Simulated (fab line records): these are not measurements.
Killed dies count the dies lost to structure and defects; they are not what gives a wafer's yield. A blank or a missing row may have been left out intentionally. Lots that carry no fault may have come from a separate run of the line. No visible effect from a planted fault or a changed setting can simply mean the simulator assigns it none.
Which of the tools did it? :: flow gf180mcu :: 11 lots with 33 wafers sampled at 4 steps, on a route of 602 steps

WHAT THE GAUGES SHOWED, per wafer
GF_M3_OVL_MEAS_15.
lot: L460
measured: day 22 14:47
on: overlay-01
M3_OVL (nm): -5 -3 -2

lot: L461
measured: day 22 21:50
on: overlay-01
M3_OVL (nm): -5 5 7

lot: L462
measured: day 23 06:47
on: overlay-01
M3_OVL (nm): -2 3 7

lot: L463
measured: day 23 22:44
on: overlay-01
M3_OVL (nm): -11 -5 -6

lot: L465
measured: day 24 14:16
on: overlay-01
M3_OVL (nm): 11 15 4

lot: L466
measured: day 24 19:35
on: overlay-02
M3_OVL (nm): -9 -2 4

lot: L474
measured: day 27 08:59
on: overlay-01
M3_OVL (nm): 6 2 2

lot: L475
measured: day 27 10:26
on: overlay-02
M3_OVL (nm): 0 3 -2

lot: L477
measured: day 28 09:23
on: overlay-02
M3_OVL (nm): 8 0 3

lot: L478
measured: day 28 10:20
on: overlay-02
M3_OVL (nm): 6 3 -2

lot: L479
measured: day 28 17:55
on: overlay-01
M3_OVL (nm): 4 2 3

EACH LOT AND THE TOOL THAT RAN IT (in order: tool; ch and the chambers of the sampled wafers; start)
lot: L460
GF_M2_METAL_ETCH_16: rie-metal-02 ch 0,1, day 20 11:34
GF_M2_STRIP_17: plasma-asher-03 ch 0,1, day 20 11:42
GF_M3_SPUTTER_02: pvd-sputter-01, day 21 15:00

lot: L461
GF_M2_METAL_ETCH_16: rie-metal-04 ch 0,1, day 20 19:31
GF_M2_STRIP_17: plasma-asher-02 ch 1, day 20 19:39
GF_M3_SPUTTER_02: pvd-sputter-03, day 21 22:26

lot: L462
GF_M2_METAL_ETCH_16: rie-metal-02 ch 0,1, day 21 04:05
GF_M2_STRIP_17: plasma-asher-02 ch 0, day 21 04:13
GF_M3_SPUTTER_02: pvd-sputter-03, day 22 07:21

lot: L463
GF_M2_METAL_ETCH_16: rie-metal-04 ch 0,1, day 21 21:52
GF_M2_STRIP_17: plasma-asher-01 ch 0,1, day 21 22:00
GF_M3_SPUTTER_02: pvd-sputter-01, day 23 00:38

lot: L465
GF_M2_METAL_ETCH_16: rie-metal-04 ch 0,1, day 22 14:04
GF_M2_STRIP_17: plasma-asher-01 ch 0,1, day 22 14:12
GF_M3_SPUTTER_02: pvd-sputter-03, day 23 15:53

lot: L466
GF_M2_METAL_ETCH_16: rie-metal-04 ch 0,1, day 22 19:55
GF_M2_STRIP_17: plasma-asher-01 ch 0,1, day 22 20:03
GF_M3_SPUTTER_02: pvd-sputter-03, day 23 21:34

lot: L474
GF_M2_METAL_ETCH_16: rie-metal-01 ch 0,1, day 25 12:13
GF_M2_STRIP_17: plasma-asher-03 ch 0,1, day 25 12:21
GF_M3_SPUTTER_02: pvd-sputter-01, day 26 12:29

lot: L475
GF_M2_METAL_ETCH_16: rie-metal-02 ch 0, day 25 13:55
GF_M2_STRIP_17: plasma-asher-03 ch 0,1, day 25 14:08
GF_M3_SPUTTER_02: pvd-sputter-04, day 26 13:49

lot: L477
GF_M2_METAL_ETCH_16: rie-metal-02 ch 1, day 26 13:43
GF_M2_STRIP_17: plasma-asher-01 ch 0,1, day 26 13:56
GF_M3_SPUTTER_02: pvd-sputter-04, day 27 13:10

lot: L478
GF_M2_METAL_ETCH_16: rie-metal-01 ch 0,1, day 26 15:25
GF_M2_STRIP_17: plasma-asher-01 ch 0,1, day 26 15:33
GF_M3_SPUTTER_02: pvd-sputter-04, day 27 14:27

lot: L479
GF_M2_METAL_ETCH_16: rie-metal-01 ch 0,1, day 26 23:34
GF_M2_STRIP_17: plasma-asher-03 ch 0,1, day 26 23:41
GF_M3_SPUTTER_02: pvd-sputter-04, day 27 22:38
- GF_M2_METAL_ETCH_16: etches the open film in Cl2/BCl3, stops on SiO2, target depth 750.8 nm, time 125.1 s.
- GF_M2_STRIP_17: strips in O2/N2.
- GF_M3_SPUTTER_02: material AlCu, target thk 450 nm, time 23.9 s.

AS READ BY THE TOOLS THEMSELVES (means over the sampled wafers that have a number; for cases with no such wafer, the mark the record gives instead)
GF_M2_METAL_ETCH_16.
lot: L460
tool: rie-metal-02
bias-w (W): 140.1
drypump-motor-current-A (A): 5.95
he-backside-leak-sccm (sccm): 3.30
oes-product-au (a.u.): 0.992
throttle-valve-pct (%): 28.222

lot: L461
tool: rie-metal-04
bias-w (W): 139.7
drypump-motor-current-A (A): 5.93
he-backside-leak-sccm (sccm): 3.39
oes-product-au (a.u.): 0.972
throttle-valve-pct (%): 28.249

lot: L462
tool: rie-metal-02
bias-w (W): 140.4
drypump-motor-current-A (A): 5.83
he-backside-leak-sccm (sccm): 3.37
oes-product-au (a.u.): 0.994
throttle-valve-pct (%): 28.243

lot: L463
tool: rie-metal-04
bias-w (W): 139.7
drypump-motor-current-A (A): 5.92
he-backside-leak-sccm (sccm): 3.50
oes-product-au (a.u.): 0.968
throttle-valve-pct (%): 28.247

lot: L465
tool: rie-metal-04
bias-w (W): 156.3
drypump-motor-current-A (A): 5.92
he-backside-leak-sccm (sccm): 3.29
oes-product-au (a.u.): 0.977
throttle-valve-pct (%): 28.233

lot: L466
tool: rie-metal-04
bias-w (W): 171.7
drypump-motor-current-A (A): 6.14
he-backside-leak-sccm (sccm): 3.30
oes-product-au (a.u.): 0.987
throttle-valve-pct (%): 28.229

lot: L474
tool: rie-metal-01
bias-w (W): 140.1
drypump-motor-current-A (A): 5.48
he-backside-leak-sccm (sccm): 3.27
oes-product-au (a.u.): 0.983
throttle-valve-pct (%): 28.233

lot: L475
tool: rie-metal-02
bias-w (W): 140.8
drypump-motor-current-A (A): 5.69
he-backside-leak-sccm (sccm): 3.30
oes-product-au (a.u.): 0.994
throttle-valve-pct (%): 28.235

lot: L477
tool: rie-metal-02
bias-w (W): 140.2
drypump-motor-current-A (A): 6.07
he-backside-leak-sccm (sccm): 3.29
oes-product-au (a.u.): 0.984
throttle-valve-pct (%): 28.228

lot: L478
tool: rie-metal-01
bias-w (W): 140.1
drypump-motor-current-A (A): 5.40
he-backside-leak-sccm (sccm): 3.38
oes-product-au (a.u.): 0.984
throttle-valve-pct (%): 28.241

lot: L479
tool: rie-metal-01
bias-w (W): 140.2
drypump-motor-current-A (A): 5.49
he-backside-leak-sccm (sccm): 3.31
oes-product-au (a.u.): 0.996
throttle-valve-pct (%): 28.228

GF_M2_STRIP_17.
lot: L460
tool: plasma-asher-03
drypump-motor-current-A (A): 5.6
heater-power-w (W): 343
oes-product-au (a.u.): 0.541
strip-time-to-endpoint-s (s): 7.40

lot: L461
tool: plasma-asher-02
drypump-motor-current-A (A): 5.4
heater-power-w (W): 346
oes-product-au (a.u.): 0.546
strip-time-to-endpoint-s (s): 7.55

lot: L462
tool: plasma-asher-02
drypump-motor-current-A (A): 5.4
heater-power-w (W): 331
oes-product-au (a.u.): 0.536
strip-time-to-endpoint-s (s): 7.35

lot: L463
tool: plasma-asher-01
drypump-motor-current-A (A): 5.7
heater-power-w (W): 363
oes-product-au (a.u.): 0.538
strip-time-to-endpoint-s (s): 7.50

lot: L465
tool: plasma-asher-01
drypump-motor-current-A (A): 5.7
heater-power-w (W): 365
oes-product-au (a.u.): 0.538
strip-time-to-endpoint-s (s): 7.43

lot: L466
tool: plasma-asher-01
drypump-motor-current-A (A): 5.7
heater-power-w (W): 361
oes-product-au (a.u.): 0.538
strip-time-to-endpoint-s (s): 7.29

lot: L474
tool: plasma-asher-03
drypump-motor-current-A (A): 5.5
heater-power-w (W): 315
oes-product-au (a.u.): 0.542
strip-time-to-endpoint-s (s): 7.42

lot: L475
tool: plasma-asher-03
drypump-motor-current-A (A): 5.6
heater-power-w (W): 343
oes-product-au (a.u.): 0.532
strip-time-to-endpoint-s (s): 7.32

lot: L477
tool: plasma-asher-01
drypump-motor-current-A (A): 6.1
heater-power-w (W): 362
oes-product-au (a.u.): 0.544
strip-time-to-endpoint-s (s): 7.43

lot: L478
tool: plasma-asher-01
drypump-motor-current-A (A): 5.7
heater-power-w (W): 355
oes-product-au (a.u.): 0.541
strip-time-to-endpoint-s (s): 7.40

lot: L479
tool: plasma-asher-03
drypump-motor-current-A (A): 5.6
heater-power-w (W): 343
oes-product-au (a.u.): 0.536
strip-time-to-endpoint-s (s): 7.43

GF_M3_SPUTTER_02.
lot: L460
tool: pvd-sputter-01
throttle-valve-pct (%): 29.7

lot: L461
tool: pvd-sputter-03
throttle-valve-pct (%): 28.5

lot: L462
tool: pvd-sputter-03
throttle-valve-pct (%): 29.8

lot: L463
tool: pvd-sputter-01
throttle-valve-pct (%): 29.7

lot: L465
tool: pvd-sputter-03
throttle-valve-pct (%): 28.6

lot: L466
tool: pvd-sputter-03
throttle-valve-pct (%): 30.6

lot: L474
tool: pvd-sputter-01
throttle-valve-pct (%): 30.2

lot: L475
tool: pvd-sputter-04
throttle-valve-pct (%): 30.1

lot: L477
tool: pvd-sputter-04
throttle-valve-pct (%): 29.8

lot: L478
tool: pvd-sputter-04
throttle-valve-pct (%): 30.4

lot: L479
tool: pvd-sputter-04
throttle-valve-pct (%): 29.8

THE ANSWER, worked out from the rows above alone
Rule: what is usual is taken from the lots themselves. The widest of any qualifying gaps counts: lots, ordered by their means at a reading, are off when they make up no more than a third of the lots, leave a main group of 4 or more, and stand apart from it by 3 or more times the standard deviation of that group's means. A main group whose means are all the same, to the digits that the tables above print for the reading, isn't used. Also off: a lot with no number at a reading for which 4 or more lots have one. Any other lot the step has rows for is counted as sound. First the gauges in route order, then the tools' own readings, where a lot's mean is used as printed above. The first step at which some lot is off is used, and at that step the reading that is off furthest; a lot without a number counts as furthest.
Off at GF_M2_METAL_ETCH_16 (bias-w): L465, L466. Main group: mean 140.1 W, sd 0.32.
A tool fits if, at that step or a process step before it, it ran every lot that is off, and no sound lot after the first of them. One fits: GF_M2_METAL_ETCH_16 on rie-metal-04. A fault onset in the window from L463 (day 21 21:52, its last sound lot) to L465 (day 22 14:04, its first lot off) fits.
On the lots that are off, the tool's own readings at GF_M2_METAL_ETCH_16 differ by more than 5 times the standard deviation of the sound lots' means, which bears it out; bias-w reads 164.0 W there versus 140.1 W on the sound lots.

WHAT HAD BEEN PUT IN BY THE SIMULATOR
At GF_M2_METAL_ETCH_16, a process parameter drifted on rie-metal-04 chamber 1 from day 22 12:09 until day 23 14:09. Setting bias-w, moved by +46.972, from 140. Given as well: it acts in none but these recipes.
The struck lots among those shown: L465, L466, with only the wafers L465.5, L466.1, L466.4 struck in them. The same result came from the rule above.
